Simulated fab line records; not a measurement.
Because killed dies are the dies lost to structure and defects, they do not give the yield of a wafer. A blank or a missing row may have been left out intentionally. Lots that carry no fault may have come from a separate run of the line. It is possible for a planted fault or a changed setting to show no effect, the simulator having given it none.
2 desks looking at one fault || flow gf180mcu || every desk sees just its own numbers, and what lay behind them comes last

AT THE METROLOGY DESK
Means of the sampled wafers that have a number, per lot and without regard to the tool the lot ran on: this is what the gauges read. The brackets show how far a lot's mean lies from the usual mean; more than 4 standard deviations puts the lot out of limits, marked OUT.
Columns: A = PASSIVATION_BOW at GF_PASSIVATION_BOW_MEAS_14, usual 137 um
{"lot": "L699", "first seen here": "day 28 19:17", "A": 137}
{"lot": "L700", "first seen here": "day 29 14:29", "A": 134}
{"lot": "L702", "first seen here": "day 30 04:37", "A": 128}
{"lot": "L703", "first seen here": "day 30 10:25", "A": 130}
{"lot": "L705", "first seen here": "day 31 04:55", "A": 143}
{"lot": "L711", "first seen here": "day 32 11:17", "A": 138}
{"lot": "L715", "first seen here": "day 33 13:49", "A": 126}
{"lot": "L716", "first seen here": "day 33 15:07", "A": 147}
{"lot": "L718", "first seen here": "day 34 01:19", "A": 142}
{"lot": "L719", "first seen here": "day 34 08:28", "A": 133}
{"lot": "L720", "first seen here": "day 34 14:18", "A": 138}
{"lot": "L721", "first seen here": "day 34 16:20", "A": 130}
{"lot": "L722", "first seen here": "day 34 23:52", "A": 132}
This desk's finding: nothing out of limits on any of the 13 lots.

FOR THE TOOL OWNER'S DESK: rieMetal-01
The tool's own readings at GF_TOP_METAL_METAL_ETCH_16 (etches the open film in Cl2/BCl3, stops on SiO2, target depth 1077.5 nm, time 179.6 s): means of the sampled wafers that have a number, for each lot that ran on this tool. The brackets show how far a lot's mean lies from the usual mean; more than 4 standard deviations puts the lot out of limits, marked OUT.
Columns: A = drypumpMotorCurrentA at GF_TOP_METAL_METAL_ETCH_16, usual 5.9 A; B = oesProductAu at GF_TOP_METAL_METAL_ETCH_16, usual 0.967 a.u.; C = throttleValvePct at GF_TOP_METAL_METAL_ETCH_16, usual 28.256 %
{"lot": "L699", "first seen here": "day 27 20:49", "A": 5.8, "B": 0.966, "C": 28.248}
{"lot": "L702", "first seen here": "day 29 06:59", "A": 5.8, "B": 0.969, "C": 28.265}
{"lot": "L703", "first seen here": "day 29 13:05", "A": 5.9, "B": 0.968, "C": 28.254}
{"lot": "L705", "first seen here": "day 30 07:59", "A": 5.8, "B": 0.966, "C": 28.254}
{"lot": "L715", "first seen here": "day 32 19:08", "A": 5.9, "B": 0.966, "C": 28.270}
{"lot": "L720", "first seen here": "day 33 20:29", "A": 5.9, "B": 0.960, "C": 28.263}
{"lot": "L721", "first seen here": "day 33 22:28", "A": 5.9, "B": 0.968, "C": 28.253}
{"lot": "L722", "first seen here": "day 34 08:18", "A": 5.9, "B": 0.970, "C": 28.265}
This desk's finding: nothing out of limits on any of the 8 lots.

PUT TOGETHER
At the metrology desk, nothing out of limits was observed.
The desk of the tool owner found nothing out of limits.

WHAT THE SIMULATOR HAD PUT IN
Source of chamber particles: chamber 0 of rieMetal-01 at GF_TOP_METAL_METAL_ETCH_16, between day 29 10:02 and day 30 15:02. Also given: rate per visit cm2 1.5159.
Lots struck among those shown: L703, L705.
